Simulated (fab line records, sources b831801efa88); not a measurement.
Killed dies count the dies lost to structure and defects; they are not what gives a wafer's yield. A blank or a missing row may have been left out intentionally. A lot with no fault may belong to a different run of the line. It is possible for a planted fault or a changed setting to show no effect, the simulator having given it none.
Comparing a struck lot with a sound one ; flow gf180mcu ; 41 steps out of a route of 602
Sound: these wafers, L541.4, L541.5, L541.6. Wafers L551.1, L551.3, L551.6 were the ones struck. The cause is named last.
At each step with rows: each side's tool, then ch and its chambers, then its first start. Under that, the readings that differ: sound wafers ; struck wafers ; difference of the means ; sigmas: that difference in standard deviations of wafers without a fault.
alike: readings whose means differ by less than 2 such deviations, and words and numbers that are the same on both sides. not compared: withheld readings, readings that some wafer has no value for, bounds like >300 that may hide the same value, and numbers for which the record gives no deviation and whose values overlap.
The two part at a step that has a row with sigmas, a row that says differs or no value, or rows on one side only. Non-overlapping numbers with no deviation appear without sigmas and do not part them. A reading that every wafer of one side lacks parts them only if that side has two wafers or more.

GF_V4_RS_MEAS_24: the measuring method here is four-point-probe.
  struck on filmMetro-02, day 28 02:13; sound on filmMetro-03, day 25 00:24
  alike: V4_W_RS
GF_V4_THK_MEAS_25: measures by xrf.
  struck on filmMetro-02, day 28 02:20; sound on filmMetro-03, day 25 00:29
  alike: V4_W_THK
then, 1 step without rows for these wafers: GF_V4_CMP_26 (polishes, stops on SiO2, t overpolish 15 s, target thk 0 nm).
GF_MIM_SPUTTER_00: material Ti, target thk 37.5 nm, time 150 s.
  struck on pvdSputter-04, day 28 02:52; sound on pvdSputter-02, day 25 00:49
  alike: cathodeDcPowerW, throttleValvePct
then, 3 steps without rows for these wafers: GF_MIM_SPUTTER_01 (material TiN, target thk 30 nm, time 25 s); GF_MIM_SPUTTER_02 (material AlCu, target thk 450 nm, time 23.9 s); GF_MIM_SPUTTER_03 (material Ti, target thk 10 nm, time 6.7 s).
GF_MIM_SPUTTER_04: material TiN, target thk 50 nm, time 41.7 s.
  struck on pvdSputter-04, day 28 03:02; sound on pvdSputter-02, day 25 01:00
  alike: cathodeDcPowerW, throttleValvePct
GF_MIM_CVD_05: deposits Si3N4, target thk 42 nm, time 29.086 s.
  sound on pecvd-01 ch 0,1,2, day 25 01:04; struck on pecvd-01 ch 0,2, day 28 03:05
  alike: heaterPowerW, rfFwdPowerW, tempMaxC
GF_MIM_THK_MEAS_06:
  struck on filmMetro-03, day 28 03:07; sound on filmMetro-03, day 25 01:07
  alike: MIM_CVD_05_THK
then, 2 steps without rows for these wafers: GF_MIM_SPUTTER_07 (material TiN, target thk 60 nm, time 50 s); GF_MIM_SPUTTER_08 (material AlCu, target thk 200 nm, time 10.6 s).
GF_MIM_SPUTTER_09: material TiN, target thk 35 nm, time 29.2 s.
  struck on pvdSputter-01, day 28 03:14; sound on pvdSputter-01, day 25 01:12
reading;sound;struck;difference;sigmas
cathodeDcPowerW (W);6500.6 6498.7 6499.9;5939.1 5937.8 5940.6;-560.6;-99 or more
model.TiN_of_MIM_SPUTTER_09.thkNm (nm);35.03 34.99 34.92;32.23 31.84 32.11;-2.92;
  alike: throttleValvePct
GF_MIM_RS_MEAS_10: the measuring method here is four-point-probe.
  struck on filmMetro-04, day 28 03:17; sound on filmMetro-04, day 25 01:17
  alike: MIM_ALCU_RS
GF_MIM_THK_MEAS_11: measures by xrf.
  struck on filmMetro-04, day 28 03:24; sound on filmMetro-04, day 25 01:23
  alike: MIM_ALCU_THK
then, 7 steps without rows for these wafers: GF_MIM_DEHYDRATE_12 (time 60 s); GF_MIM_HMDS_13 (prime time 60 s); GF_MIM_COAT_14 (resist thk 1000 nm); GF_MIM_SOFTBAKE_15 (time 60 s); GF_MIM_EXPOSE_16 (exposes mask FuseTop, target cd 2000 nm); GF_MIM_PEB_17; GF_MIM_DEVELOP_18 (develop time 60 s).
GF_MIM_METAL_ETCH_19: etches the open film in Cl2/BCl3, stops on Si3N4, target depth 324.5 nm, time 54.1 s.
  sound on rieMetal-04 ch 0,1, day 25 22:28; struck on rieMetal-03 ch 0, day 28 22:14
reading;sound;struck;difference;sigmas
throttleValvePct (%);28.276 28.270 28.271;28.298 28.309 28.287;+0.026;+2
  alike: drypumpMotorCurrentA, heBacksideLeakSccm, oesProductAu, rfFwdPowerW
  not compared: rfHoursCounterH
GF_MIM_STRIP_20: strips in O2/N2.
  sound on plasmaAsher-02 ch 0,1, day 25 22:32; struck on plasmaAsher-03 ch 0, day 28 22:23
  alike: drypumpMotorCurrentA, heaterPowerW, n2FlowSccm, oesProductAu, stripTimeToEndpointS
  not compared: rfHoursCounterH
then, 9 steps without rows for these wafers: GF_MIM_STRIP_21 (strips in post etch residue remover, time 1200 s); GF_MIM_CLEAN_22 (cleans in DIW); GF_M5_DEHYDRATE_00 (time 60 s); GF_M5_HMDS_01 (prime time 60 s); GF_M5_COAT_02 (resist thk 1000 nm); GF_M5_SOFTBAKE_03 (time 60 s); GF_M5_EXPOSE_04 (exposes mask Metal5, target cd 280 nm); GF_M5_PEB_05 (peb time 90 s); GF_M5_DEVELOP_06 (develop time 60 s).
GF_M5_CD_MEAS_07: target cd 280 nm.
  struck on cdSem-01, day 29 17:26; sound on cdSem-01, day 26 19:06
  alike: cdNm
GF_M5_OVL_MEAS_08:
  struck on overlay-01, day 29 17:34; sound on overlay-01, day 26 19:11
  alike: M5_OVL
then, 3 steps without rows for these wafers: GF_M5_ETCH_09 (etches Si3N4 in CF4/O2, target depth 52 nm, time 11.6 s); GF_M5_METAL_ETCH_10 (etches the open film in Cl2/BCl3, stops on SiO2, target depth 627.5 nm, time 104.6 s); GF_M5_STRIP_11 (strips in O2/N2).
GF_M5_STRIP_12: strips in post etch residue remover, time 1200 s.
  sound on wetBench-01 ch 0, day 26 19:26; struck on wetBench-02 ch 0, day 29 17:50
reading;sound;struck;difference;sigmas
model.TiN_of_MIM_SPUTTER_09.thkNm (nm);34.18 34.15 34.08;31.4 31.01 31.27;-2.9;
then, 1 step without rows for these wafers: GF_M5_CLEAN_13 (cleans in DIW).
GF_PASSIVATION_PROBE_99:
  the record has rows for the sound wafers here (prober-01, day 29 12:36) and none for the struck ones

WHERE THEY PART
First at GF_MIM_SPUTTER_09; last, within this record, at GF_PASSIVATION_PROBE_99.

WHY: what the simulator had put in
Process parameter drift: pvdSputter-01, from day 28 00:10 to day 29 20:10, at GF_MIM_SPUTTER_09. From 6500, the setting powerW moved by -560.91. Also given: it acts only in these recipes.
